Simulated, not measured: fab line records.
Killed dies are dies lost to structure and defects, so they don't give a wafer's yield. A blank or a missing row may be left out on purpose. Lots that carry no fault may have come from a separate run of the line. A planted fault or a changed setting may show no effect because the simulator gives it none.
Split-lot experiment + flow sky130 + route with 708 steps; 5 lots, 23 wafers read

## ON THE SPLIT
At SKY_METAL3_EXPOSE_10 (exposes mask MM3, target cd 300 nm), the setting dose_mj was moved away from the recipe's 28 on 9 of the 23 wafers read, by -3.0% to +5.2%. The other wafers ran this setting at the recipe's value.

## FROM THE SPLIT TO THE READING: what the file shows between them, 2 steps
- SKY_METAL3_PEB_11
- SKY_METAL3_DEVELOP_12: develop time 60 s

## THE READING
Shown in nm: cd_nm at SKY_METAL3_CD_MEAS_13, with target cd 300 nm. Typical for fault-free wafers on this fab line: 299.8 nm, with standard deviation 1.3 nm.

| wafer  | tool, chamber at the split | dose_mj as run | against the recipe | cd_nm, nm | against lot-mates on the recipe |
|--------|----------------------------|----------------|--------------------|-----------|---------------------------------|
| L074.1 | krf_scanner-01, 0          | 29.45          | +5.2%              | 290.7     | -9.7                            |
| L074.2 | krf_scanner-01, 0          | 28             | recipe             | 300.0     | -                               |
| L074.3 | krf_scanner-01, 0          | 29.45          | +5.2%              | 289.9     | -10.5                           |
| L074.4 | krf_scanner-01, 0          | 28             | recipe             | 300.7     | -                               |
| L074.6 | krf_scanner-01, 0          | 29.45          | +5.2%              | 291.3     | -9.1                            |
| L076.2 | krf_scanner-02, 0          | 28             | recipe             | 303.8     | -                               |
| L076.3 | krf_scanner-02, 0          | 28             | recipe             | 301.4     | -                               |
| L076.4 | krf_scanner-02, 0          | 29.35          | +4.8%              | 293.5     | -9.1                            |
| L076.5 | krf_scanner-02, 0          | 29.35          | +4.8%              | 294.4     | -8.2                            |
| L076.6 | krf_scanner-02, 0          | 29.35          | +4.8%              | 293.9     | -8.7                            |
| L078.1 | krf_scanner-02, 0          | 28             | recipe             | 299.3     | -                               |
| L078.2 | krf_scanner-02, 0          | 28             | recipe             | 299.7     | -                               |
| L078.3 | krf_scanner-02, 0          | 28             | recipe             | 299.4     | -                               |
| L078.4 | krf_scanner-02, 0          | 28             | recipe             | 299.4     | -                               |
| L078.6 | krf_scanner-02, 0          | 28             | recipe             | 299.4     | -                               |
| L080.2 | krf_scanner-02, 0          | 28             | recipe             | 298.9     | -                               |
| L080.4 | krf_scanner-02, 0          | 28             | recipe             | 298.7     | -                               |
| L080.6 | krf_scanner-02, 0          | 28             | recipe             | 299.6     | -                               |
| L084.1 | krf_scanner-01, 0          | 27.17          | -3.0%              | 305.9     | +5.4                            |
| L084.2 | krf_scanner-01, 0          | 27.17          | -3.0%              | 305.6     | +5.1                            |
| L084.3 | krf_scanner-01, 0          | 28             | recipe             | 300.7     | -                               |
| L084.4 | krf_scanner-01, 0          | 28             | recipe             | 300.3     | -                               |
| L084.6 | krf_scanner-01, 0          | 27.17          | -3.0%              | 306.1     | +5.6                            |

THE FIT
A straight line over all 23 wafers: cd_nm changes by -1.66 nm for each +1% of dose_mj; r = -0.96; the points scatter about the line by 1.3 nm.
The same after taking each lot's own level away (the mean of its wafers on the recipe; 23 wafers): -1.83 nm for each +1%; r = -0.99; scatter 0.51 nm.
That fit puts the effect of the largest move of dose_mj on the reading at 9.5 nm.
The lots' own levels span 299.07 to 302.60 nm, that is 2.7 times the standard deviation above.
So the lot-to-lot level changes the slope little: the two slopes agree.
Check: for one of the wafers moved furthest among these (+5.2%), held out of the fit, the line's prediction against its lot-mates is -9.48 nm. Against them it came out at -9.65 nm.

## FURTHER SPLITS ON THESE WAFERS
Note: prior to the reading, these wafers also went through further splits. Each is held against what the fit with the lots' levels taken away leaves over:
| other split on the same wafers | wafers away from the commonest value | r with cd_nm (lot level and that fit taken away) |
|--------------------------------|--------------------------------------|--------------------------------------------------|
| SKY_CAPM_SPUTTER_02 power_w    | 11                                   | +0.08                                            |

## THE WHOLE CHAIN: every reading that the file lists as answering this split, in the file's order
| step                  | what it does                                                         | reading                                                       | change (the file's fit)              | r (the file's) |
|-----------------------|----------------------------------------------------------------------|---------------------------------------------------------------|--------------------------------------|----------------|
| SKY_METAL3_CD_MEAS_13 | target cd 300 nm                                                     | cd_nm                                                         | -1.84 nm for each +1% of the setting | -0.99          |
| SKY_METAL3_DESCUM_15  | chemistry O2, time 8 s                                               | METAL3.cd_nm (the simulator's own value, which no gauge read) | -1.78 nm for each +1% of the setting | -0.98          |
| SKY_METAL3_ETCH_16    | etches BARC in N2/H2, stops on SiO2, time 88.2 s, target depth 60 nm | METAL3.cd_nm (the simulator's own value, which no gauge read) | -1.59 nm for each +1% of the setting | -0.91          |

## FILE'S OWN FIT
cd_nm changes by -1.84 nm for each +1% of dose_mj, r = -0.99.
